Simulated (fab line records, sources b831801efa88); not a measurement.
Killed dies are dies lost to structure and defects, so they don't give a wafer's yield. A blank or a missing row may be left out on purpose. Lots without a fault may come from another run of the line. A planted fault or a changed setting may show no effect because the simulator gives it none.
fab line records | flow sky130
record lots=11 wafers=33 last_day=50
route steps=708 shown METAL3@532 CAPM@541 VIA4@660 PAD_OPEN@708
lots that met no fault: from a run of the same line without faults
start_h: hours from the record's first day to the start of the lot's first wafer shown | wait_h: hours since the lot's step before | " the same as in the row above | L1.1+2: a row that stands for several wafers | - no value, or no start given | * or withheld: withheld | < > ~ a bound
route shown NAME@n: a module of which the file shows steps, and the number in the route of the first | usual: mean/standard deviation of fault-free wafers | same: alike in all rows | chamber/n: place in a boat | sites: the reading at each site | _std_site: their standard deviation | _edge_site: outer sites' mean less inner sites' | radius_mm: how far each site lies from the wafer's centre | mask NAME#n: copy n | behind: the tool/chamber that last shaped the wafer | hold: why the lot was held/for how many hours/how that ended | device: the transistor (n, p or np) that didn't switch | end of line: the same wafers' tests at the end of the route | a step without rows: its recipe alone | killed: dies lost to structure and defects at the first sort, not the wafer's yield | map: a wafer's dies, x killed, . not, _ none there
set.NAME: the setting as run; set.NAME@STEP: as run at that earlier step | model.NAME: the simulator's own value behind a step, which no gauge read
steps of the route over a sample of lots; a table a step, a row a wafer
services: from which hour (start_h, from the record's first day; less than 0 if before it) a tool's chamber was out of use, for how many hours, and why
## steps
# step SKY_METAL3_SPUTTER_00
# recipe material=Ti target_thk_nm=15 power_w=3000 time_s=10 chamber_pressure_pa=0.4
# usual throttle_valve_pct=30.3/1.3
# columns lot.wafer tool chamber start_h wait_h throttle_valve_pct
L287.1 pvd_sputter-02 - 851.95 0.2 29.5
L287.2 " - " " 28.4
L287.6 " - " " 29.6
L288.1 pvd_sputter-02 - 855.78 0.2 29.8
L288.2 " - " " 32.1
L288.6 " - " " 32.2
L295.4 pvd_sputter-03 - 905.70 0.1 30.7
L295.5 " - " " 29.3
L295.6 " - " " 30.9
L296.2 pvd_sputter-02 - 907.25 0.1 28.7
L296.3 " - " " 29.5
L296.4 " - " " 32.1
L297.1 pvd_sputter-03 - 915.71 0.1 31.7
L297.4 " - " " 29.3
L297.6 " - " " 31.6
L303.4 pvd_sputter-03 - 962.21 0.2 31.5
L303.5 " - " " 29.0
L303.6 " - " " 29.3
L304.2 pvd_sputter-02 - 972.90 0.1 32.2
L304.3 " - " " 29.6
L304.6 " - " " 30.3
L305.1 pvd_sputter-01 - 973.49 0.1 29.6
L305.2 " - " " 32.3
L305.6 " - " " 29.4
L308.1 pvd_sputter-03 - 994.09 0.1 29.1
L308.5 " - " " 30.7
L308.6 " - " " 29.3
L309.2 pvd_sputter-02 - 1000.49 0.2 32.3
L309.4 " - " " 29.6
L309.6 " - " " 29.4
L310.3 pvd_sputter-02 - 1016.33 0.1 32.3
L310.4 " - " " 30.1
L310.5 " - " " 28.4
# step SKY_CAPM_THK_MEAS_04
# recipe thk_meas_gauge=xrf reads=TiN_of_CAPM_SPUTTER_02
# usual CAPM_TIN_THK=202.8/2.7
# columns lot.wafer tool chamber start_h wait_h CAPM_TIN_THK[nm]
L287.1 film_metro-02 - 852.41 0.1 202.2
L287.2 " - " " 203.2
L287.6 " - " " 204.9
L288.1 film_metro-01 - 856.25 0.1 203.6
L288.2 " - " " 205.8
L288.6 " - " " 204.5
L295.4 film_metro-01 - 906.20 0.1 205.9
L295.5 " - " " 205.3
L295.6 " - " " 206.4
L296.2 film_metro-01 - 907.73 0.1 204.2
L296.3 " - " " 205.1
L296.4 " - " " 206.1
L297.1 film_metro-02 - 916.17 0.1 207.8
L297.4 " - " " 206.6
L297.6 " - " " 203.1
L303.4 film_metro-01 - 962.70 0.1 206.1
L303.5 " - " " 203.2
L303.6 " - " " 206.4
L304.2 film_metro-02 - 973.38 0.1 201.8
L304.3 " - " " 204.3
L304.6 " - " " 198.9
L305.1 film_metro-04 - 973.95 0.1 199.1
L305.2 " - " " 204.0
L305.6 " - " " 199.9
L308.1 film_metro-04 - 994.55 0.1 203.7
L308.5 " - " " 202.4
L308.6 " - " " 201.5
L309.2 film_metro-02 - 1000.96 0.1 203.3
L309.4 " - " " 209.3
L309.6 " - " " 207.8
L310.3 film_metro-04 - 1016.81 0.1 202.8
L310.4 " - " " 201.4
L310.5 " - " " 203.0
# step SKY_METAL3_STRIP_19
# recipe chemistry=O2/N2 power_w=1400 pressure_mtorr=1500 platen_temp_c=withheld o2_flow_sccm=3000 n2_flow_sccm=300 overash_fraction=0.5
# usual drypump_motor_current_A=5.76/0.18 oes_product_au=0.504/0.0063 strip_time_to_endpoint_s=6.57/0.096
# columns lot.wafer tool chamber start_h wait_h drypump_motor_current_A oes_product_au rf_hours_counter_h strip_time_to_endpoint_s
L287.1 plasma_asher-02 1 904.31 0.1 5.50 0.505 47 6.63
L287.2 " 0 " " 6.08 0.500 47 6.52
L287.6 " 0 " " 6.07 0.514 - 6.63
L288.1 plasma_asher-01 0 906.56 0.1 5.98 0.504 104 6.69
L288.2 " 1 " " 5.73 0.507 104 6.49
L288.6 " 1 " " 5.73 0.496 - 6.68
L295.4 plasma_asher-02 0 955.72 0.1 6.12 0.517 - 6.74
L295.5 " 1 " " 5.49 0.503 - 6.52
L295.6 " 0 " " 6.08 0.503 - 6.61
L296.2 plasma_asher-02 0 956.96 0.1 6.10 0.502 52 6.62
L296.3 " 0 " " 6.08 0.510 - 6.67
L296.4 " 1 " " 5.49 0.490 - 6.41
L297.1 plasma_asher-04 0 965.34 0.1 5.64 0.495 24 6.34
L297.4 " 0 " " 5.64 0.507 - 6.57
L297.6 " 0 " " 5.62 0.495 - 6.35
L303.4 plasma_asher-01 0 1011.19 0.1 6.00 0.502 - 6.53
L303.5 " 0 " " 5.98 0.517 - 6.62
L303.6 " 1 " " 5.73 0.497 - 6.51
L304.2 plasma_asher-01 0 1021.55 0.1 6.00 0.506 116 6.54
L304.3 " 1 " " 5.74 0.500 - 6.50
L304.6 " 1 " " 5.72 0.507 - 6.55
L305.1 plasma_asher-02 0 1022.14 0.1 6.07 0.506 58 6.56
L305.2 " 1 " " 5.51 0.492 58 6.37
L305.6 " 0 " " 6.10 0.507 - 6.57
L308.1 plasma_asher-01 0 1042.89 0.1 6.02 0.515 118 6.67
L308.5 " 0 " " 6.02 0.509 - 6.66
L308.6 " 1 " " 5.75 0.501 - 6.49
L309.2 plasma_asher-04 0 1048.05 0.1 5.64 0.512 32 6.77
L309.4 " 0 " " 5.66 0.499 - 6.73
L309.6 " 1 " " 5.69 0.509 - 6.79
L310.3 plasma_asher-04 0 1062.14 0.1 5.65 0.509 - 6.57
L310.4 " 1 " " 5.68 0.501 - 6.56
L310.5 " 0 " " 5.64 0.504 - 6.56
# step SKY_VIA4_CMP_21
# recipe stop_on=SiO2 t_overpolish_s=25 down_force_psi=3.5 platen_rpm=60 target_thk_nm=0 pad_velocity_m_s=0.94248
# usual edge_zone_pressure_frac=1.000/0.0051 head_pressure_psi=3.500/0.0071 motor_current_A=11.6/1.1 overpolish_run_s=25.001/0.0094 slurry_filter_dp_kPa=13.50/0.13 slurry_flow_ml_min=150.0/0.47 time_to_endpoint_s=125/4.8
# columns lot.wafer tool chamber start_h wait_h edge_zone_pressure_frac head_pressure_psi motor_current_A overpolish_run_s slurry_filter_dp_kPa slurry_flow_ml_min time_to_endpoint_s
L287.1 cmp-01 3 1007.21 0.1 0.985 3.497 10.8 25.004 13.36 149.8 131
L287.2 " 2 " " 0.996 3.501 12.8 25.014 13.49 149.9 127
L287.6 " 3 " " 0.994 3.508 10.7 25.006 13.59 150.0 133
L288.1 cmp-01 0 1009.15 0.1 1.008 3.510 9.9 24.995 13.47 149.7 129
L288.2 " 3 " " 0.992 3.507 11.0 25.012 13.41 151.2 134
L288.6 " 0 " " 0.997 3.501 9.6 25.008 13.29 150.3 129
L295.4 cmp-02 3 1054.25 0.2 - - - - - - -
L295.5 " 0 " " - - - - - - -
L295.6 " 1 " " - - - - - - -
L296.2 cmp-02 2 1055.21 0.0 - - - - - - -
L296.4 " 0 " " - - - - - - -
L296.3 " 1 " " - - - - - - -
L297.4 cmp-02 3 1064.56 0.0 - - - - - - -
L297.1 " 2 " " - - - - - - -
L297.6 " 0 " " - - - - - - -
L304.2 cmp-01 1 1112.98 0.1 1.004 3.502 11.4 24.997 13.64 149.8 125
L304.3 " 2 " " 0.996 3.500 13.3 24.996 13.26 149.9 128
L304.6 " 1 " " 1.010 3.507 11.8 25.017 13.51 149.8 126
L305.2 cmp-02 3 1114.53 0.3 0.994 3.495 13.2 25.004 13.34 150.2 127
L305.1 " 0 " " 0.997 3.505 11.4 24.996 13.65 149.8 123
L305.6 " 1 " " 1.004 3.490 12.4 25.000 13.73 150.2 123
L303.4 cmp-01 2 1114.55 0.3 0.998 3.515 12.8 24.993 13.66 150.2 125
L303.6 " 3 " " 0.996 3.505 10.9 24.997 13.34 149.9 127
L303.5 " 0 " " 0.994 3.501 10.3 25.007 13.43 150.0 128
L308.1 cmp-02 3 1129.67 0.2 0.994 3.493 13.1 24.989 13.52 149.2 132
L308.6 " 0 " " 0.992 3.496 11.6 25.010 13.37 150.4 122
L308.5 " 1 " " 1.002 3.513 11.8 25.004 13.69 150.7 118
L309.4 cmp-02 1 1135.35 0.1 1.008 3.501 11.4 24.992 13.33 150.7 122
L309.2 " 2 " " 1.004 3.496 11.7 25.001 13.57 149.0 116
L309.6 " 3 " " 0.998 3.510 12.8 25.002 13.45 149.7 131
L310.4 cmp-02 3 1147.40 0.0 0.997 3.508 13.4 24.987 13.48 149.6 128
L310.3 " 2 " " 1.009 3.501 12.3 25.010 13.31 150.2 115
L310.5 " 0 " " 0.992 3.498 11.5 25.001 13.57 150.5 123
# step SKY_PAD_OPEN_PROBE_99
# usual defect_limited_yield=82.6/2 killed_at_M0_to_M3=43/7.1 killed_at_M4_up=3.0/1.9 killed_at_contacts=24/5 killed_at_front_end=15/4.3 killed_at_other=0.3/0.5 killed_dies=85/9.6 killed_on_rim=17/4.3 killed_open=46/7.1 killed_short=39/6.8 sort_bin_3_pad_short=0.9/0.42 sort_bin_5_function=10.2/1.4 sort_bin_6_memory=6.3/1.2 sort_n_pass=407/9.6 sort_yield_pct=82.6/2
# same gross_dies=492 killed_at_back_side=0 sort_bin_4_leakage[%]=0 sort_bin_8_speed[%]=0
# columns lot.wafer tool chamber start_h wait_h hold defect_limited_yield[%] killed_at_M0_to_M3 killed_at_M4_up killed_at_contacts killed_at_front_end killed_at_other killed_dies killed_on_rim killed_open killed_short sort_bin_3_pad_short[%] sort_bin_5_function[%] sort_bin_6_memory[%] sort_n_pass sort_yield_pct[%]
L287.1 prober-02 - 1076.81 0.1 - 78.0 63 5 27 12 1 108 23 57 51 1.6 10.8 9.6 384 78.0
L287.2 prober-02 - 1076.86 0.1 - 83.3 41 3 24 14 0 82 16 44 38 0.4 8.3 7.9 410 83.3
L287.6 prober-02 - 1077.06 0.2 - 81.9 42 3 31 13 0 89 13 56 33 0.6 10.4 7.1 403 81.9
L288.1 prober-01 - 1077.92 0.1 - 81.3 47 1 25 19 0 92 23 53 39 0.4 10.8 7.5 400 81.3
L288.2 prober-01 - 1077.97 0.1 - 81.7 36 2 33 19 0 90 25 50 40 0.8 11.0 6.5 402 81.7
L288.6 prober-01 - 1078.17 0.2 - 83.5 42 1 24 14 0 81 19 48 33 1.0 11.2 4.3 411 83.5
L295.4 prober-02 - 1122.63 2.8 await_dispo/1.9h/scrap 0 53 393 32 14 0 492 96 55 46 80.7 12.2 7.1 0 0
L295.5 prober-02 - 1122.68 2.9 await_dispo/1.9h/scrap 0 56 391 27 17 1 492 96 55 49 80.1 11.2 8.7 0 0
L295.6 prober-02 - 1122.73 2.9 await_dispo/1.9h/scrap 0 41 404 23 23 1 492 96 55 37 82.1 11.0 6.9 0 0
L296.2 prober-01 - 1127.41 6.4 await_dispo/1.7h/scrap 0 54 393 22 22 1 492 96 51 52 79.9 12.4 7.7 0 0
L296.3 prober-01 - 1127.46 6.4 await_dispo/1.7h/scrap 0 51 399 23 19 0 492 96 61 33 81.7 12.4 5.9 0 0
L296.4 prober-01 - 1127.51 6.4 await_dispo/1.7h/scrap 0 55 392 22 22 1 492 96 55 46 81.1 13.4 5.5 0 0
L297.1 prober-02 - 1131.10 1.5 await_dispo/5.5h/scrap 0 47 404 23 18 0 492 96 52 39 82.1 9.8 8.1 0 0
L297.4 prober-02 - 1131.25 1.6 await_dispo/5.5h/scrap 0 48 414 20 10 0 492 96 45 37 84.3 9.6 6.1 0 0
L297.6 prober-02 - 1131.35 1.7 await_dispo/5.5h/scrap 0 40 418 24 9 1 492 96 48 28 85.6 8.5 5.9 0 0
L304.2 prober-01 - 1170.95 0.1 - 83.3 46 4 21 11 0 82 20 48 34 0.6 10.4 5.7 410 83.3
L304.3 prober-01 - 1171.00 0.2 - 86.6 27 4 23 12 0 66 12 32 34 0.8 6.5 6.1 426 86.6
L304.6 prober-01 - 1171.15 0.2 - 84.3 38 3 25 11 0 77 19 43 34 0.6 7.9 7.1 415 84.3
L305.1 prober-02 - 1172.10 0.1 - 80.1 50 3 21 24 0 98 20 53 45 1.8 9.3 8.7 394 80.1
L305.2 prober-02 - 1172.15 0.1 - 83.1 36 5 23 19 0 83 11 44 39 1.2 10.2 5.5 409 83.1
L305.6 prober-02 - 1172.35 0.2 - 85.2 34 4 21 14 0 73 13 55 18 0.4 8.9 5.5 419 85.2
L303.4 prober-01 - 1172.64 0.2 - 85.2 40 1 21 11 0 73 8 48 25 0.2 7.7 6.9 419 85.2
L303.5 prober-01 - 1172.69 0.2 - 82.5 43 4 27 12 0 86 19 48 38 1.2 10.6 5.7 406 82.5
L303.6 prober-01 - 1172.74 0.2 - 84.6 31 3 27 15 0 76 17 36 40 0.8 9.6 5.1 416 84.6
L308.1 prober-02 - 1185.48 0.1 - 82.3 32 6 29 19 1 87 19 40 47 1.8 9.1 6.7 405 82.3
L308.5 prober-02 - 1185.68 0.2 - 83.1 39 7 27 10 0 83 16 42 41 0.8 10.8 5.3 409 83.1
L308.6 prober-02 - 1185.73 0.2 - 83.9 41 2 25 11 0 79 19 41 38 0.6 9.3 6.1 413 83.9
L309.2 prober-01 - 1189.54 0.1 - 82.9 52 0 24 8 0 84 11 46 38 0.4 11.2 5.5 408 82.9
L309.4 prober-01 - 1189.64 0.2 - 81.5 36 4 31 20 0 91 19 49 42 0.6 11.0 6.9 401 81.5
L309.6 prober-01 - 1189.74 0.2 - 83.7 38 3 29 10 0 80 15 49 31 0.6 9.8 5.9 412 83.7
L310.3 prober-02 - 1198.83 0.2 - 84.8 39 2 23 11 0 75 14 40 35 0.8 8.7 5.7 417 84.8
L310.4 prober-02 - 1198.88 0.2 - 78.7 51 1 29 23 1 105 22 53 52 1.8 13.4 6.1 387 78.7
L310.5 prober-02 - 1198.93 0.2 - 80.9 45 5 26 17 1 94 24 44 50 1.0 11.0 7.1 398 80.9
# killed by level:class
L287.1 VIA1:geometric_particle:open=18 CONTACT:geometric_particle:open=10 VIA3:geometric_particle:open=9 CONTACT:geometric_particle:short=8 VIA1:geometric_particle:short=8 LI_CONTACT:geometric_particle:open=7 METAL1:geometric_particle:short=7 VIA2:geometric_particle:open=7
L287.2 VIA3:geometric_particle:open=9 METAL2:geometric_particle:short=8 LI_CONTACT:geometric_particle:open=8 VIA1:geometric_particle:open=7 CONTACT:geometric_particle:open=6 CONTACT:geometric_particle:short=6 POLY_GATE:geometric_particle:short=5 VIA2:geometric_particle:open=4
L287.6 CONTACT:geometric_particle:open=15 VIA1:geometric_particle:open=10 LI_CONTACT:geometric_particle:open=6 METAL2:geometric_particle:short=6 VIA3:geometric_particle:open=6 FIELD_ISO:geometric_particle:open=5 CONTACT:geometric_particle:short=5 POLY_GATE:geometric_particle:open=4
L288.1 CONTACT:geometric_particle:open=12 VIA1:geometric_particle:open=10 VIA3:geometric_particle:open=8 LI_CONTACT:geometric_particle:open=7 METAL2:geometric_particle:short=7 FIELD_ISO:geometric_particle:open=6 VIA2:geometric_particle:open=6 POLY_GATE:geometric_particle:short=5
L288.2 LI_CONTACT:geometric_particle:open=12 CONTACT:geometric_particle:open=8 VIA3:geometric_particle:open=8 VIA1:geometric_particle:short=7 VIA1:geometric_particle:open=6 FIELD_ISO:geometric_particle:open=5 POLY_GATE:geometric_particle:short=5 CONTACT:geometric_particle:short=5
L288.6 VIA1:geometric_particle:open=14 CONTACT:geometric_particle:open=10 CONTACT:geometric_particle:short=6 VIA3:geometric_particle:open=5 POLY_GATE:geometric_particle:short=4 METAL1:geometric_particle:short=4 VIA1:geometric_particle:short=4 VIA2:geometric_particle:open=4
L295.4 VIA4:area_cmp=391 CONTACT:geometric_particle:open=12 VIA1:geometric_particle:open=10 VIA3:geometric_particle:open=10 METAL2:geometric_particle:short=8 LI_CONTACT:geometric_particle:open=7 VIA1:geometric_particle:short=7 LOCAL_INTERCONNECT:geometric_particle:short=6
L295.5 VIA4:area_cmp=388 VIA1:geometric_particle:open=14 VIA3:geometric_particle:open=10 METAL2:geometric_particle:short=9 CONTACT:geometric_particle:short=7 CONTACT:geometric_particle:open=7 VIA1:geometric_particle:short=6 LOCAL_INTERCONNECT:geometric_particle:short=5
L295.6 VIA4:area_cmp=400 CONTACT:geometric_particle:open=8 VIA1:geometric_particle:open=8 LI_CONTACT:geometric_particle:open=7 LOCAL_INTERCONNECT:geometric_particle:short=7 VIA2:geometric_particle:open=6 VIA3:geometric_particle:open=6 FIELD_ISO:geometric_particle:open=5
L296.2 VIA4:area_cmp=389 VIA1:geometric_particle:open=12 LI_CONTACT:geometric_particle:open=10 FIELD_ISO:geometric_particle:short=8 METAL2:geometric_particle:short=8 METAL1:geometric_particle:short=7 VIA2:geometric_particle:open=7 FIELD_ISO:geometric_particle:open=5
L296.3 VIA4:area_cmp=398 VIA1:geometric_particle:open=19 CONTACT:geometric_particle:open=10 LI_CONTACT:geometric_particle:open=9 VIA1:geometric_particle:short=8 METAL2:geometric_particle:short=7 FIELD_ISO:geometric_particle:open=6 METAL2:geometric_particle:open=4
L296.4 VIA4:area_cmp=391 VIA1:geometric_particle:open=13 METAL1:geometric_particle:short=10 POLY_GATE:geometric_particle:open=7 METAL2:geometric_particle:short=7 LI_CONTACT:geometric_particle:open=6 VIA2:geometric_particle:open=6 VIA3:geometric_particle:open=6
L297.1 VIA4:area_cmp=401 CONTACT:geometric_particle:open=10 VIA1:geometric_particle:open=10 VIA3:geometric_particle:open=9 METAL2:geometric_particle:short=7 VIA2:geometric_particle:open=6 POLY_GATE:geometric_particle:open=5 LOCAL_INTERCONNECT:geometric_particle:short=5
L297.4 VIA4:area_cmp=410 VIA3:geometric_particle:open=10 METAL1:geometric_particle:short=9 VIA2:geometric_particle:open=9 VIA1:geometric_particle:open=8 CONTACT:geometric_particle:open=7 POLY_GATE:geometric_particle:short=5 LI_CONTACT:geometric_particle:open=5
L297.6 VIA4:area_cmp=416 LI_CONTACT:geometric_particle:open=9 VIA1:geometric_particle:open=8 METAL2:geometric_particle:short=7 CONTACT:geometric_particle:open=7 METAL2:geometric_particle:open=4 FIELD_ISO:geometric_particle:open=3 VIA3:geometric_particle:open=3
L304.2 VIA1:geometric_particle:open=10 VIA3:geometric_particle:open=10 CONTACT:geometric_particle:open=9 METAL1:geometric_particle:short=9 VIA2:geometric_particle:open=6 LI_CONTACT:geometric_particle:open=4 CONTACT:geometric_particle:short=4 METAL2:geometric_particle:short=4
L304.3 LI_CONTACT:geometric_particle:open=7 CONTACT:geometric_particle:open=7 CONTACT:geometric_particle:short=5 VIA1:geometric_particle:short=5 VIA1:geometric_particle:open=5 FIELD_ISO:geometric_particle:short=4 METAL1:geometric_particle:short=4 VIA3:geometric_particle:open=4
L304.6 VIA1:geometric_particle:open=13 CONTACT:geometric_particle:open=9 VIA3:geometric_particle:open=7 LI_CONTACT:geometric_particle:open=6 METAL1:geometric_particle:short=6 CONTACT:geometric_particle:short=5 POLY_GATE:geometric_particle:open=4 POLY_GATE:geometric_particle:short=4
L305.1 VIA1:geometric_particle:open=10 FIELD_ISO:geometric_particle:open=8 VIA3:geometric_particle:open=7 CONTACT:geometric_particle:open=7 METAL1:geometric_particle:short=7 VIA1:geometric_particle:short=7 VIA2:geometric_particle:open=6 POLY_GATE:geometric_particle:open=5
L305.2 VIA2:geometric_particle:open=7 FIELD_ISO:geometric_particle:open=6 CONTACT:geometric_particle:open=6 LI_CONTACT:geometric_particle:short=5 CONTACT:geometric_particle:short=5 LOCAL_INTERCONNECT:geometric_particle:short=5 POLY_GATE:geometric_particle:open=4 METAL2:geometric_particle:open=4
L305.6 CONTACT:geometric_particle:open=11 VIA3:geometric_particle:open=8 VIA1:geometric_particle:open=8 VIA2:geometric_particle:open=8 LI_CONTACT:geometric_particle:open=6 FIELD_ISO:geometric_particle:open=5 POLY_GATE:geometric_particle:short=5 POLY_GATE:geometric_particle:open=2
L303.4 VIA1:geometric_particle:open=10 CONTACT:geometric_particle:open=7 VIA3:geometric_particle:open=7 FIELD_ISO:geometric_particle:open=6 LI_CONTACT:geometric_particle:open=5 LOCAL_INTERCONNECT:geometric_particle:short=4 CONTACT:geometric_particle:short=4 METAL1:geometric_particle:open=4
L303.5 VIA2:geometric_particle:open=11 LI_CONTACT:geometric_particle:open=8 VIA1:geometric_particle:open=8 CONTACT:geometric_particle:open=7 METAL2:geometric_particle:short=6 CONTACT:geometric_particle:short=5 FIELD_ISO:geometric_particle:open=4 POLY_GATE:geometric_particle:short=4
L303.6 CONTACT:geometric_particle:open=11 METAL2:geometric_particle:short=6 LOCAL_INTERCONNECT:geometric_particle:short=5 VIA1:geometric_particle:open=5 FIELD_ISO:geometric_particle:open=4 LI_CONTACT:geometric_particle:open=4 CONTACT:geometric_particle:short=4 METAL1:geometric_particle:short=4
L308.1 FIELD_ISO:geometric_particle:short=9 CONTACT:geometric_particle:short=9 CONTACT:geometric_particle:open=7 VIA3:geometric_particle:open=6 VIA1:geometric_particle:open=6 LI_CONTACT:geometric_particle:open=5 LOCAL_INTERCONNECT:geometric_particle:short=5 VIA3:geometric_particle:short=5
L308.5 CONTACT:geometric_particle:short=11 CONTACT:geometric_particle:open=9 VIA1:geometric_particle:open=9 FIELD_ISO:geometric_particle:open=5 VIA1:geometric_particle:short=5 VIA3:geometric_particle:open=5 LI_CONTACT:geometric_particle:open=4 METAL1:geometric_particle:short=4
L308.6 CONTACT:geometric_particle:open=9 METAL1:geometric_particle:short=8 VIA2:geometric_particle:open=7 CONTACT:geometric_particle:short=6 LI_CONTACT:geometric_particle:open=5 METAL3:geometric_particle:short=4 LOCAL_INTERCONNECT:geometric_particle:short=4 VIA1:geometric_particle:open=4
L309.2 VIA1:geometric_particle:open=17 CONTACT:geometric_particle:open=11 VIA1:geometric_particle:short=9 METAL1:geometric_particle:short=8 VIA2:geometric_particle:open=6 METAL2:geometric_particle:short=4 CONTACT:geometric_particle:short=3 VIA3:geometric_particle:open=3
L309.4 VIA1:geometric_particle:open=10 CONTACT:geometric_particle:short=9 LI_CONTACT:geometric_particle:open=8 CONTACT:geometric_particle:open=8 VIA3:geometric_particle:open=6 POLY_GATE:geometric_particle:short=6 POLY_GATE:geometric_particle:open=5 LOCAL_INTERCONNECT:geometric_particle:short=5
L309.6 VIA1:geometric_particle:open=14 CONTACT:geometric_particle:open=10 LI_CONTACT:geometric_particle:open=8 LOCAL_INTERCONNECT:geometric_particle:short=6 POLY_GATE:geometric_particle:short=5 METAL2:geometric_particle:short=5 VIA2:geometric_particle:open=5 METAL2:geometric_particle:open=4
L310.3 CONTACT:geometric_particle:open=11 METAL1:geometric_particle:short=10 VIA1:geometric_particle:open=6 LI_CONTACT:geometric_particle:open=5 VIA2:geometric_particle:open=5 CONTACT:geometric_particle:short=4 METAL2:geometric_particle:short=4 POLY_GATE:geometric_particle:open=3
L310.4 VIA2:geometric_particle:open=10 CONTACT:geometric_particle:short=9 LI_CONTACT:geometric_particle:open=9 VIA1:geometric_particle:open=9 FIELD_ISO:geometric_particle:short=8 CONTACT:geometric_particle:open=6 METAL1:geometric_particle:short=6 FIELD_ISO:geometric_particle:open=5
L310.5 VIA1:geometric_particle:open=11 CONTACT:geometric_particle:short=9 CONTACT:geometric_particle:open=8 METAL1:geometric_particle:short=8 VIA3:geometric_particle:open=7 POLY_GATE:geometric_particle:open=5 VIA2:geometric_particle:open=5 FIELD_ISO:geometric_particle:short=4
## services
# columns tool chamber start_h hours kind
plasma_asher-01 - 833.38 28.1 pm
cmp-01 - 839.32 2.2 repair
plasma_asher-04 - 844.27 0.9 repair
cmp-02 - 850.23 11.2 repair
cmp-01 - 861.40 5.5 pm
cmp-02 - 867.10 3.4 pm
pvd_sputter-02 - 889.91 4.1 repair
cmp-02 - 892.11 4.9 pm
cmp-01 - 892.18 2.2 repair
cmp-02 - 898.58 4.0 repair
pvd_sputter-01 - 906.83 1.0 repair
cmp-02 - 912.04 4.0 pm
plasma_asher-02 - 912.96 0.8 repair
plasma_asher-02 - 963.70 3.3 repair
cmp-02 - 984.77 1.3 repair
cmp-02 - 1047.81 0.7 repair
plasma_asher-01 - 1055.25 9.0 pm
pvd_sputter-02 - 1071.34 1.6 repair
cmp-01 - 1084.43 4.0 pm
plasma_asher-04 - 1101.57 0.6 repair
pvd_sputter-03 - 1109.78 2.4 repair
plasma_asher-01 - 1120.22 2.8 pm
pvd_sputter-03 - 1124.72 3.8 repair
cmp-02 - 1127.17 0.7 repair
## key
first_sign step=SKY_VIA4_CMP_21 reading=tool_record direction=missing
effect step=SKY_PAD_OPEN_PROBE_99 reading=killed_at_M4_up direction=up sigmas=99+ usual=3.0 struck=400.9
more_kills_born_at SKY_VIA4_CMP_21@cmp-02=3584
met_at SKY_VIA4_CMP_21
struck_lots L295,L296,L297
later_rows_left_out L295.4,L295.5,L295.6,L296.2,L296.3,L296.4,L297.1,L297.4,L297.6
not_acting_at SKY_METAL3_SPUTTER_00,SKY_CAPM_THK_MEAS_04,SKY_METAL3_STRIP_19
fault kind=skipped_step_whole tool=cmp-02 chamber=- onset_h=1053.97 steps=SKY_VIA4_CMP_21 scope=struck_lots_only
# later_rows_left_out: the simulator's readings of these wafers behind a module that went badly wrong aren't trusted and aren't shown, but for the sort
